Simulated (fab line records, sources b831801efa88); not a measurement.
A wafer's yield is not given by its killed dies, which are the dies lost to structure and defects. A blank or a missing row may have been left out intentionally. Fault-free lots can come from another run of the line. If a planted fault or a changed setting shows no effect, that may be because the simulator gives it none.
The tool behind it: which one? / flow gf180mcu / Sampling: 6 lots, 18 wafers, 2 of 602 route steps

WHAT THE GAUGES SHOWED, per wafer
GF_HV_LDD_TW_MEAS_38.
lot=L134; measured=day 12 07:26; on=film metro-01; HV_LDD_3_TW=1422 1417 1424
lot=L139; measured=day 14 05:45; on=film metro-04; HV_LDD_3_TW=1403 1409 1404
lot=L141; measured=day 14 23:05; on=film metro-04; HV_LDD_3_TW=1415 1399 1406
lot=L143; measured=day 15 13:35; on=film metro-04; HV_LDD_3_TW=1414 1416 1421
lot=L146; measured=day 16 09:29; on=film metro-04; HV_LDD_3_TW=1404 1416 1411
lot=L151; measured=day 18 04:35; on=film metro-04; HV_LDD_3_TW=1419 1411 1418

WHICH TOOL RAN EACH LOT (tool, then ch and the chambers of the sampled wafers, then the start)
lot=L134; GF_HV_LDD_IMPLANT_33=implanter-04 ch 0, day 12 06:44
lot=L139; GF_HV_LDD_IMPLANT_33=implanter-04 ch 0, day 14 05:05
lot=L141; GF_HV_LDD_IMPLANT_33=implanter-01 ch 0, day 14 22:25
lot=L143; GF_HV_LDD_IMPLANT_33=implanter-03 ch 0, day 15 12:53
lot=L146; GF_HV_LDD_IMPLANT_33=implanter-03 ch 0, day 16 08:47
lot=L151; GF_HV_LDD_IMPLANT_33=implanter-04 ch 0, day 18 03:53
- GF_HV_LDD_IMPLANT_33

THE ANSWER, worked out from the rows above alone
Rule: usual is defined by the lots themselves. The widest of any qualifying gaps counts: lots, ordered by their means at a reading, are off when they make up no more than a third of the lots, leave a main group of 4 or more, and stand apart from it by 3 or more times the standard deviation of that group's means. The tables above print the reading to a certain number of digits; a main group whose means all agree to those digits is not used. Also off: a lot with no number at a reading for which 4 or more lots have one. Any other lot the step has rows for is counted as sound.
No lot is off on any of the readings shown, so nothing can be concluded from this.

WHAT HAD BEEN PUT IN BY THE SIMULATOR
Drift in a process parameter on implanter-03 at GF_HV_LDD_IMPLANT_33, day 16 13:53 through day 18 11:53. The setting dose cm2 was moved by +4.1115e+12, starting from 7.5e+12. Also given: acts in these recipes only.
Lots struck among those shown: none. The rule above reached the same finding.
